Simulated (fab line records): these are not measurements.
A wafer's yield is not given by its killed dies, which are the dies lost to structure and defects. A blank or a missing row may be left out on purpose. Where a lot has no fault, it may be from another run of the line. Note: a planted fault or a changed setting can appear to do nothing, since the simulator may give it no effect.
Matching of chambers | flow sky130 | pecvd-02 running SKY_CAPM_CVD_00: 3 sister chambers
The step deposits SiO2, target thk 15.5 nm. 18 wafers are shown with their chamber, then 9 later ones without.

WAFERS PAIRED WITH THEIR CHAMBERS
wafer  | chamber | heater-power-w (W)
L078.1 | 0       | 714
L078.4 | 0       | 720
L078.6 | 2       | 733
L084.1 | 2       | 722
L084.3 | 0       | 673
L084.6 | 0       | 663
L087.1 | 0       | 684
L087.2 | 1       | 698
L087.3 | 2       | 734
L087.4 | 1       | 680
L087.5 | 2       | 728
L087.6 | 0       | 679
L089.1 | 0       | 607
L089.2 | 2       | 674
L089.4 | 1       | 796
L090.2 | 1       | 834
L090.3 | 0       | 610
L090.5 | 0       | 627

SIGNATURES, as means of the wafers listed above
reading        | chamber 0 | chamber 1 | chamber 2 | scatter within a chamber
heater-power-w | 664.11    | 752.00    | 718.20    | 47
Rule: distance of a wafer from a chamber = root of the sum over the readings of ((wafer's reading minus chamber's mean) / reading's scatter) squared. If the next closest chamber is less than 2 further off than the closest, the wafer can't be placed; otherwise it belongs to the closest. The scatter: the root of (the sum of the squares of (reading less its chamber's mean) over the shown wafers, divided by (wafers less chambers)).

WAFERS WHOSE CHAMBER IS MISSING
wafer  | heater-power-w (W)
L093.3 | 754
L093.4 | 732
L093.6 | 690
L094.1 | 756
L094.2 | 724
L094.6 | 753
L094.3 | 722
L094.4 | 762
L094.5 | 719

CHAMBER TAKEN BY EACH
wafer  | from the rows above          | in truth
L093.3 | can't be placed: 1 or 2 or 0 | 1
L093.4 | can't be placed: 2 or 1 or 0 | 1
L093.6 | can't be placed: 0 or 2 or 1 | 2
L094.1 | can't be placed: 1 or 2 or 0 | 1
L094.2 | can't be placed: 2 or 1 or 0 | 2
L094.6 | can't be placed: 1 or 2 or 0 | 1
L094.3 | can't be placed: 2 or 1 or 0 | 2
L094.4 | can't be placed: 1 or 2 or 0 | 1
L094.5 | can't be placed: 2 or 1 or 0 | 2
Correct placement for 0 of the 9. These rows do not allow placing 9 (true chamber among the candidates in 9). Wrongly placed: 0.
